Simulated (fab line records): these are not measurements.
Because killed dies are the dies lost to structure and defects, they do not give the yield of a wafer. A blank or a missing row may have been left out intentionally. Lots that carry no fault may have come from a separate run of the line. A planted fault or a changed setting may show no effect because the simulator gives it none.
fab line records + flow sky130
record
- lots=12
- wafers=36
- last_day=50
route steps=708 shown VT_ADJUST_NCORE@127 VT_ADJUST_HVTR@138 SONOS_ONO@172 POLY_GATE@205
lots with no fault: from the same line, run without faults
start_h: hours from the record's opening day to when the first of the lot's shown wafers began + wait_h: hours from the lot's prior step to this one + " the same as in the row above + L1.1+2: one row covering several wafers at once + - value missing, or start not given + * or withheld: withheld + < > ~ a bound
route shown NAME@n: a module of which the file shows steps, and the number in the route of the first + usual: the fault-free wafers' mean and standard deviation + same: alike in all rows + chamber/n: place in a boat + sites: the reading at each site + _std_site: their standard deviation + _edge_site: mean of outer sites minus mean of inner sites + radius_mm: how far each site lies from the wafer's centre + mask NAME#n: copy n + behind: the last tool/chamber to shape the wafer + hold: reason for holding the lot/hours on hold/outcome of the hold + device: whichever transistor did not switch (one of n, p or np) + end of line: tests of these same wafers at the route's end + where a step has no rows: the recipe by itself + killed: not the wafer's yield, but the dies lost to structure and defects at the first sort + map: the dies of a wafer, with x for killed, . for not killed, _ for no die there
set.NAME: the run value of the setting; set.NAME@STEP: its run value at that earlier step + model.NAME: the simulator's own value behind a step, which no gauge read
steps of the route over a sample of lots; a table a step, a row a wafer
services: from which hour (start_h, from the record's first day; less than 0 if before it) a tool's chamber was out of use, for how many hours, and why
## steps
# step SKY_VT_ADJUST_NCORE_OVL_MEAS_08
# usual
- VT_ADJUST_NCORE_OVL=0.0/1.8
| lot.wafer | tool       | chamber | start_h | wait_h | VT_ADJUST_NCORE_OVL[nm] |
|-----------|------------|---------|---------|--------|-------------------------|
| L878.2    | overlay-01 | -       | 181.96  | 0.1    | -0.4                    |
| L878.3    | "          | -       | "       | "      | -1.7                    |
| L878.4    | "          | -       | "       | "      | -2.2                    |
| L881.1    | overlay-02 | -       | 207.70  | 0.1    | 2.8                     |
| L881.4    | "          | -       | "       | "      | 1.0                     |
| L881.5    | "          | -       | "       | "      | 1.6                     |
| L883.1    | overlay-02 | -       | 219.25  | 0.1    | -1.7                    |
| L883.3    | "          | -       | "       | "      | 0.6                     |
| L883.5    | "          | -       | "       | "      | -2.8                    |
| L884.3    | overlay-01 | -       | 225.86  | 0.1    | 1.1                     |
| L884.5    | "          | -       | "       | "      | 0.3                     |
| L884.6    | "          | -       | "       | "      | 0.6                     |
| L885.1    | overlay-01 | -       | 232.79  | 0.1    | 0.2                     |
| L885.3    | "          | -       | "       | "      | -1.6                    |
| L885.4    | "          | -       | "       | "      | 0.2                     |
| L892.2    | overlay-02 | -       | 285.61  | 0.1    | 1.0                     |
| L892.3    | "          | -       | "       | "      | 0.7                     |
| L892.6    | "          | -       | "       | "      | 1.3                     |
| L895.3    | overlay-01 | -       | 305.70  | 0.1    | 1.0                     |
| L895.4    | "          | -       | "       | "      | 0.6                     |
| L895.6    | "          | -       | "       | "      | 0.7                     |
| L894.1    | overlay-02 | -       | 306.60  | 0.1    | 2.0                     |
| L894.2    | "          | -       | "       | "      | 2.2                     |
| L894.5    | "          | -       | "       | "      | 1.5                     |
| L897.1    | overlay-02 | -       | 318.25  | 0.1    | 3.2                     |
| L897.2    | "          | -       | "       | "      | 2.1                     |
| L897.6    | "          | -       | "       | "      | 3.0                     |
| L899.2    | overlay-02 | -       | 325.16  | 0.1    | -1.0                    |
| L899.4    | "          | -       | "       | "      | -0.1                    |
| L899.5    | "          | -       | "       | "      | -2.3                    |
| L900.3    | overlay-01 | -       | 334.00  | 0.1    | -2.2                    |
| L900.4    | "          | -       | "       | "      | -1.7                    |
| L900.6    | "          | -       | "       | "      | -2.2                    |
| L901.2    | overlay-01 | -       | 343.96  | 0.1    | -3.5                    |
| L901.4    | "          | -       | "       | "      | -4.8                    |
| L901.5    | "          | -       | "       | "      | -4.7                    |
# step SKY_VT_ADJUST_HVTR_CD_MEAS_07
# recipe
- target_cd_nm=380
# usual
- cd_nm=380.0/2.9
| lot.wafer | tool      | chamber | start_h | wait_h | cd_nm |
|-----------|-----------|---------|---------|--------|-------|
| L878.2    | cd_sem-01 | -       | 202.73  | 0.1    | 374.3 |
| L878.3    | "         | -       | "       | "      | 377.2 |
| L878.4    | "         | -       | "       | "      | 376.4 |
| L881.1    | cd_sem-01 | -       | 230.66  | 0.1    | 379.9 |
| L881.4    | "         | -       | "       | "      | 380.5 |
| L881.5    | "         | -       | "       | "      | 379.9 |
| L883.1    | cd_sem-01 | -       | 242.03  | 0.1    | 379.6 |
| L883.3    | "         | -       | "       | "      | 380.3 |
| L883.5    | "         | -       | "       | "      | 381.5 |
| L884.3    | cd_sem-01 | -       | 247.96  | 0.1    | 382.7 |
| L884.5    | "         | -       | "       | "      | 378.8 |
| L884.6    | "         | -       | "       | "      | 381.8 |
| L885.1    | cd_sem-01 | -       | 255.91  | 0.1    | 376.6 |
| L885.3    | "         | -       | "       | "      | 377.4 |
| L885.4    | "         | -       | "       | "      | 375.5 |
| L892.2    | cd_sem-01 | -       | 310.80  | 0.1    | 378.4 |
| L892.3    | "         | -       | "       | "      | 376.0 |
| L892.6    | "         | -       | "       | "      | 378.6 |
| L895.3    | cd_sem-01 | -       | 331.45  | 0.1    | 379.3 |
| L895.4    | "         | -       | "       | "      | 381.5 |
| L895.6    | "         | -       | "       | "      | 382.0 |
| L894.1    | cd_sem-02 | -       | 331.71  | 0.1    | 376.8 |
| L894.2    | "         | -       | "       | "      | 377.0 |
| L894.5    | "         | -       | "       | "      | 378.6 |
| L897.1    | cd_sem-02 | -       | 344.06  | 0.1    | 380.4 |
| L897.2    | "         | -       | "       | "      | 382.2 |
| L897.6    | "         | -       | "       | "      | 381.5 |
| L899.2    | cd_sem-02 | -       | 351.68  | 0.1    | 377.4 |
| L899.4    | "         | -       | "       | "      | 376.3 |
| L899.5    | "         | -       | "       | "      | 379.1 |
| L900.3    | cd_sem-02 | -       | 360.62  | 0.1    | 376.5 |
| L900.4    | "         | -       | "       | "      | 379.9 |
| L900.6    | "         | -       | "       | "      | 379.7 |
| L901.2    | cd_sem-02 | -       | 371.98  | 0.1    | 375.2 |
| L901.4    | "         | -       | "       | "      | 376.1 |
| L901.5    | "         | -       | "       | "      | 375.9 |
# step SKY_SONOS_ONO_CVD_04
# recipe
- material=SiO2
- precursor=SiH4/N2O
- target_thk_nm=5.7199
- temp_c=900
- pressure_mtorr=400
# usual
- spike_tc_bottom_C=917.0/2.1
- spike_tc_centre_C=899.2/1.4
- spike_tc_lower_C=901.3/0.94
- spike_tc_top_C=913/3.7
- spike_tc_upper_C=900.7/1.4
- susceptor_temp_C=900.0/0.36
- zone_power_bottom_pct=28.1/1.1
- zone_power_lower_pct=17.83/0.19
- zone_power_top_pct=33.1/1.1
- zone_power_upper_pct=18.6/0.32
| lot.wafer | tool     | chamber | start_h | wait_h | spike_tc_bottom_C | spike_tc_centre_C | spike_tc_lower_C | spike_tc_top_C | spike_tc_upper_C | susceptor_temp_C | zone_power_bottom_pct | zone_power_lower_pct | zone_power_top_pct | zone_power_upper_pct |
|-----------|----------|---------|---------|--------|-------------------|-------------------|------------------|----------------|------------------|------------------|-----------------------|----------------------|--------------------|----------------------|
| L878.2    | lpcvd-03 | 0       | 251.45  | 0.0    | 916.0             | 899.0             | 901.9            | 911            | 900.7            | 900.6            | 28.7                  | 17.99                | 31.7               | 18.3                 |
| L878.3    | "        | 0       | "       | "      | 914.8             | 897.7             | 900.9            | 911            | 901.1            | 899.9            | 29.0                  | 17.95                | 32.4               | 18.4                 |
| L878.4    | "        | 0       | "       | "      | 916.2             | 901.0             | 900.1            | 911            | 902.0            | 899.8            | 28.9                  | 18.04                | 32.6               | 18.4                 |
| L881.1    | lpcvd-03 | 0       | 283.98  | 0.1    | 915.5             | 898.8             | 901.5            | 910            | 900.6            | 900.1            | 29.0                  | 17.96                | 32.3               | 18.6                 |
| L881.4    | "        | 0       | "       | "      | 914.5             | 899.5             | 902.6            | 911            | 901.6            | 899.6            | 29.0                  | 17.61                | 32.4               | 18.6                 |
| L881.5    | "        | 0       | "       | "      | 915.7             | 897.4             | 901.8            | 910            | 900.8            | 900.3            | 28.9                  | 17.57                | 32.2               | 18.4                 |
| L883.1    | lpcvd-03 | 1       | 295.26  | 0.1    | 945.8             | 924.6             | 927.3            | 943            | 926.2            | 925.8            | 28.2                  | 19.04                | 36.0               | 20.1                 |
| L883.3    | "        | 1       | "       | "      | 946.2             | 928.2             | 926.4            | 943            | 926.1            | 925.7            | 28.8                  | 19.29                | 36.4               | 20.1                 |
| L883.5    | "        | 1       | "       | "      | 944.0             | 926.2             | 926.7            | 942            | 926.6            | 926.3            | 28.3                  | 19.11                | 35.9               | 20.2                 |
| L884.3    | lpcvd-03 | 0       | 300.00  | 0.0    | 941.7             | 924.3             | 927.2            | 937            | 928.4            | 925.9            | 31.4                  | 18.81                | 33.8               | 20.1                 |
| L884.5    | "        | 0       | "       | "      | 941.3             | 924.9             | 926.9            | 936            | 927.0            | 926.1            | 30.8                  | 18.86                | 33.3               | 19.6                 |
| L884.6    | "        | 0       | "       | "      | 940.6             | 922.9             | 927.0            | 933            | 928.2            | 925.7            | 31.0                  | 18.93                | 34.3               | 19.9                 |
| L885.1    | lpcvd-03 | 0       | 310.68  | 0.1    | 940.6             | 925.0             | 926.0            | 935            | 927.5            | 925.5            | 30.2                  | 18.81                | 34.4               | 19.9                 |
| L885.3    | "        | 0       | "       | "      | 941.4             | 926.6             | 927.8            | 936            | 927.5            | 926.0            | 31.2                  | 19.40                | 34.1               | 19.6                 |
| L885.4    | "        | 0       | "       | "      | 940.9             | 924.4             | 926.9            | 935            | 926.4            | 925.9            | 30.5                  | 19.20                | 33.6               | 19.5                 |
| L892.2    | lpcvd-03 | 0       | 368.44  | 0.0    | 915.1             | 899.8             | 900.5            | 910            | 902.2            | 899.0            | 29.0                  | 18.02                | 32.3               | 18.7                 |
| L892.3    | "        | 0       | "       | "      | 916.3             | 898.1             | 901.0            | 909            | 901.3            | 899.6            | 28.7                  | 17.76                | 32.4               | 18.3                 |
| L892.6    | "        | 0       | "       | "      | 916.3             | 897.6             | 902.5            | 910            | 900.4            | 899.7            | 28.5                  | 17.71                | 32.0               | 18.4                 |
| L894.1    | lpcvd-03 | 0       | 392.00  | 0.1    | 915.7             | 898.4             | 900.7            | 908            | 902.2            | 899.5            | 29.0                  | 17.68                | 33.1               | 18.2                 |
| L894.2    | "        | 0       | "       | "      | 915.7             | 899.9             | 902.2            | 909            | 900.5            | 900.1            | 28.9                  | 17.61                | 32.5               | 18.5                 |
| L894.5    | "        | 0       | "       | "      | 913.7             | 896.4             | 900.6            | 912            | 898.4            | 900.0            | 28.7                  | 17.73                | 32.2               | 18.3                 |
| L895.3    | lpcvd-03 | 0       | 392.00  | 0.0    | 916.9             | 897.9             | 902.5            | 910            | 901.0            | 900.0            | 29.5                  | 17.56                | 32.3               | 18.4                 |
| L895.4    | "        | 0       | "       | "      | 914.7             | 897.4             | 902.4            | 911            | 902.4            | 899.7            | 28.8                  | 17.64                | 32.1               | 18.4                 |
| L895.6    | "        | 0       | "       | "      | 916.2             | 898.1             | 900.1            | 910            | 901.1            | 900.1            | 29.0                  | 17.94                | 32.0               | 18.3                 |
| L897.1    | lpcvd-03 | 1       | 406.55  | 0.1    | 920.0             | 899.4             | 898.8            | 917            | 899.1            | 900.4            | 26.7                  | 17.77                | 35.0               | 19.1                 |
| L897.2    | "        | 1       | "       | "      | 920.2             | 899.4             | 902.0            | 918            | 900.2            | 900.8            | 26.8                  | 17.92                | 34.5               | 19.0                 |
| L897.6    | "        | 1       | "       | "      | 921.3             | 898.9             | 900.0            | 917            | 898.5            | 900.3            | 26.9                  | 17.77                | 34.4               | 18.9                 |
| L899.2    | lpcvd-03 | 0       | 411.67  | 0.0    | 915.3             | 897.6             | 899.0            | 910            | 900.1            | 900.1            | 28.6                  | 17.75                | 32.7               | 18.7                 |
| L899.4    | "        | 0       | "       | "      | 915.8             | 896.9             | 902.5            | 910            | 901.2            | 899.7            | 29.1                  | 17.82                | 32.4               | 18.0                 |
| L899.5    | "        | 0       | "       | "      | 916.5             | 896.9             | 902.4            | 910            | 901.1            | 899.7            | 28.9                  | 17.76                | 32.5               | 18.8                 |
| L900.3    | lpcvd-03 | 1       | 421.92  | 0.0    | 920.8             | 900.4             | 901.8            | 916            | 901.2            | 899.9            | 26.6                  | 18.04                | 34.3               | 19.0                 |
| L900.4    | "        | 1       | "       | "      | 919.3             | 901.3             | 899.7            | 918            | 900.0            | 899.6            | 26.7                  | 17.89                | 34.8               | 19.2                 |
| L900.6    | "        | 1       | "       | "      | 919.7             | 900.1             | 900.0            | 917            | 899.7            | 900.2            | 26.5                  | 18.10                | 34.3               | 19.1                 |
| L901.2    | lpcvd-03 | 0       | 438.09  | 0.8    | 915.0             | 899.6             | 901.3            | 910            | 900.9            | 899.8            | 28.7                  | 17.83                | 32.4               | 18.5                 |
| L901.4    | "        | 0       | "       | "      | 913.4             | 897.7             | 901.7            | 913            | 902.2            | 900.8            | 29.6                  | 17.99                | 32.1               | 18.3                 |
| L901.5    | "        | 0       | "       | "      | 914.9             | 897.6             | 901.4            | 911            | 900.9            | 900.5            | 29.0                  | 17.77                | 32.0               | 18.1                 |
# step SKY_SONOS_ONO_THK_MEAS_05
# recipe
- reads=SiO2_of_SONOS_ONO_CVD_04
# usual
- SONOS_ONO_CVD_04_THK=5.70/0.11
| lot.wafer | tool          | chamber | start_h | wait_h | SONOS_ONO_CVD_04_THK[nm] |
|-----------|---------------|---------|---------|--------|--------------------------|
| L878.2    | film_metro-04 | -       | 252.71  | 0.0    | 5.60                     |
| L878.3    | "             | -       | "       | "      | 5.69                     |
| L878.4    | "             | -       | "       | "      | 5.66                     |
| L881.1    | film_metro-03 | -       | 285.23  | 0.0    | 5.73                     |
| L881.4    | "             | -       | "       | "      | 5.58                     |
| L881.5    | "             | -       | "       | "      | 5.74                     |
| L883.1    | film_metro-04 | -       | 296.51  | 0.0    | 8.39                     |
| L883.3    | "             | -       | "       | "      | 8.40                     |
| L883.5    | "             | -       | "       | "      | 8.42                     |
| L884.3    | film_metro-04 | -       | 301.27  | 0.0    | 8.61                     |
| L884.5    | "             | -       | "       | "      | 8.62                     |
| L884.6    | "             | -       | "       | "      | 8.62                     |
| L885.1    | film_metro-02 | -       | 311.93  | 0.0    | 8.64                     |
| L885.3    | "             | -       | "       | "      | 8.45                     |
| L885.4    | "             | -       | "       | "      | 8.52                     |
| L892.2    | film_metro-04 | -       | 369.70  | 0.0    | 5.57                     |
| L892.3    | "             | -       | "       | "      | 5.58                     |
| L892.6    | "             | -       | "       | "      | 5.50                     |
| L894.1    | film_metro-02 | -       | 393.25  | 0.0    | 5.86                     |
| L894.2    | "             | -       | "       | "      | 5.78                     |
| L894.5    | "             | -       | "       | "      | 5.77                     |
| L895.3    | film_metro-03 | -       | 393.27  | 0.0    | 5.77                     |
| L895.4    | "             | -       | "       | "      | 5.94                     |
| L895.6    | "             | -       | "       | "      | 5.92                     |
| L897.1    | film_metro-04 | -       | 407.80  | 0.0    | 5.78                     |
| L897.2    | "             | -       | "       | "      | 5.65                     |
| L897.6    | "             | -       | "       | "      | 5.79                     |
| L899.2    | film_metro-04 | -       | 412.93  | 0.0    | 5.66                     |
| L899.4    | "             | -       | "       | "      | 5.56                     |
| L899.5    | "             | -       | "       | "      | 5.63                     |
| L900.3    | film_metro-03 | -       | 423.19  | 0.0    | 5.80                     |
| L900.4    | "             | -       | "       | "      | 5.73                     |
| L900.6    | "             | -       | "       | "      | 5.76                     |
| L901.2    | film_metro-02 | -       | 439.35  | 0.0    | 5.68                     |
| L901.4    | "             | -       | "       | "      | 5.72                     |
| L901.5    | "             | -       | "       | "      | 5.76                     |
# step SKY_POLY_GATE_THK_MEAS_01
# recipe
- reads=poly-Si_of_POLY_GATE_CVD_00
# usual
- POLY_GATE_CVD_00_THK=180.2/1.7
| lot.wafer | tool          | chamber | start_h | wait_h | POLY_GATE_CVD_00_THK[nm] |
|-----------|---------------|---------|---------|--------|--------------------------|
| L878.2    | film_metro-03 | -       | 309.37  | 0.0    | 181.5                    |
| L878.3    | "             | -       | "       | "      | 181.7                    |
| L878.4    | "             | -       | "       | "      | 181.4                    |
| L881.1    | film_metro-04 | -       | 343.06  | 0.0    | 177.4                    |
| L881.4    | "             | -       | "       | "      | 178.7                    |
| L881.5    | "             | -       | "       | "      | 177.7                    |
| L883.1    | film_metro-03 | -       | 357.74  | 0.0    | 182.7                    |
| L883.3    | "             | -       | "       | "      | 182.5                    |
| L883.5    | "             | -       | "       | "      | 181.9                    |
| L884.3    | film_metro-04 | -       | 363.79  | 0.0    | 180.2                    |
| L884.5    | "             | -       | "       | "      | 180.4                    |
| L884.6    | "             | -       | "       | "      | 180.7                    |
| L885.1    | film_metro-03 | -       | 370.89  | 0.0    | 178.9                    |
| L885.3    | "             | -       | "       | "      | 178.5                    |
| L885.4    | "             | -       | "       | "      | 180.3                    |
| L892.2    | film_metro-01 | -       | 435.46  | 0.0    | 180.6                    |
| L892.3    | "             | -       | "       | "      | 179.9                    |
| L892.6    | "             | -       | "       | "      | 180.0                    |
| L895.3    | film_metro-04 | -       | 458.66  | 0.0    | 178.8                    |
| L895.4    | "             | -       | "       | "      | 179.7                    |
| L895.6    | "             | -       | "       | "      | 179.4                    |
| L894.1    | film_metro-01 | -       | 460.21  | 0.0    | 179.9                    |
| L894.2    | "             | -       | "       | "      | 179.6                    |
| L894.5    | "             | -       | "       | "      | 178.9                    |
| L897.1    | film_metro-03 | -       | 474.89  | 0.0    | 179.1                    |
| L897.2    | "             | -       | "       | "      | 179.8                    |
| L897.6    | "             | -       | "       | "      | 181.7                    |
| L899.2    | film_metro-04 | -       | 478.81  | 0.0    | 183.4                    |
| L899.4    | "             | -       | "       | "      | 182.5                    |
| L899.5    | "             | -       | "       | "      | 183.3                    |
| L900.3    | film_metro-01 | -       | 489.68  | 0.0    | 177.6                    |
| L900.4    | "             | -       | "       | "      | 179.6                    |
| L900.6    | "             | -       | "       | "      | 177.7                    |
| L901.2    | film_metro-03 | -       | 507.20  | 0.0    | 179.5                    |
| L901.4    | "             | -       | "       | "      | 178.4                    |
| L901.5    | "             | -       | "       | "      | 180.0                    |
## services
| tool     | chamber | start_h | hours | kind   |
|----------|---------|---------|-------|--------|
| lpcvd-03 | -       | 399.34  | 0.4   | repair |
| lpcvd-03 | -       | 431.98  | 6.1   | pm     |
## key
first_sign
- step=SKY_SONOS_ONO_CVD_04
- reading=susceptor_temp_C
- direction=up
- sigmas=72
- usual=*
- struck=*
effect
- step=SKY_SONOS_ONO_CVD_04
- reading=spike_tc_lower_C
- direction=up
- sigmas=27
- usual=901.3
- struck=926.9
effect
- step=SKY_SONOS_ONO_THK_MEAS_05
- reading=SONOS_ONO_CVD_04_THK
- direction=up
- sigmas=26
- usual=5.70
- struck=8.52
met_at SKY_SONOS_ONO_CVD_04
struck_lots L883,L884,L885
tester_left_out L883,L884,L885
not_acting_at SKY_VT_ADJUST_NCORE_OVL_MEAS_08,SKY_VT_ADJUST_HVTR_CD_MEAS_07,SKY_POLY_GATE_THK_MEAS_01
onset_between 283.98 295.26
fault
- kind=process_parameter_drift
- tool=lpcvd-03
- chamber=-
- onset_h=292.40
- steps=SKY_SONOS_ONO_CVD_04
- channel=temp_c
- offset=*
- shape=step
- end_h=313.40
- stated=*
# tester_left_out: of these lots the tester's yield and bins aren't shown, on N5 and GAA mostly nor the transistor test; their killed dies are dies lost to structure and defects alone, not to doping, threshold or leakage, so they don't give the yield
